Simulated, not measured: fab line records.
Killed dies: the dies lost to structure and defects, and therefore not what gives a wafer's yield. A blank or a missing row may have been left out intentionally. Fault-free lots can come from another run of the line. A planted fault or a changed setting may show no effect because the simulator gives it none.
Chamber matching	flow sky130	cmp-01 running SKY_VIA4_CMP_21: 4 sister chambers
The step polishes, stops on SiO2, t overpolish 25 s, target thk 0 nm. 8 wafers are shown with their chamber, then 12 later ones without.

WAFERS WITH THEIR CHAMBER
wafer	chamber	motor_current_A (A)	time_to_endpoint_s (s)
L083.3	0	11.9	137
L086.2	2	11.4	120
L088.1	2	11.8	124
L088.2	3	11.4	136
L088.3	1	12.2	124
L087.1	3	11.3	125
L087.2	1	13.2	124
L087.4	0	11.8	134

WAFERS MISSING THEIR CHAMBER
wafer	motor_current_A (A)	time_to_endpoint_s (s)
L089.2	11.9	139
L089.4	13.0	129
L089.6	13.9	127
L094.2	11.4	129
L094.3	13.0	124
L094.6	11.9	141
L095.3	12.6	127
L095.4	11.4	135
L095.5	11.7	124
L097.1	12.8	127
L097.2	11.7	137
L097.6	11.1	132

WHICH CHAMBER EACH ONE RAN IN
wafer	from the rows above	in truth
L089.2	can't be placed: 0 or 3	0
L089.4	can't be placed: 1 or 0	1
L089.6	1	1
L094.2	can't be placed: 3 or 2 or 0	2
L094.3	1	1
L094.6	can't be placed: 0 or 3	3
L095.3	1	1
L095.4	can't be placed: 3 or 0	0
L095.5	can't be placed: 2 or 3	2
L097.1	1	1
L097.2	can't be placed: 0 or 3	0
L097.6	can't be placed: 3 or 0 or 2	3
Correct placement for 4 of the 12. Unplaceable from these rows: 8, with the true chamber sitting among the candidates in 8. Number placed wrongly: 0.
How it was worked out, from the rows above alone: a wafer's distance from a chamber is the root of the sum, over the readings, of the square of ((its reading less the chamber's mean) divided by the reading's scatter). If the next closest chamber is less than 2 further off than the closest, the wafer can't be placed; otherwise it belongs to the closest. For every chamber, the mean is computed from those of its wafers that are shown. How the scatter is found: for the shown wafers, subtract from each reading the mean of its chamber, square and add these, divide the total by (wafers less chambers), then take the root.
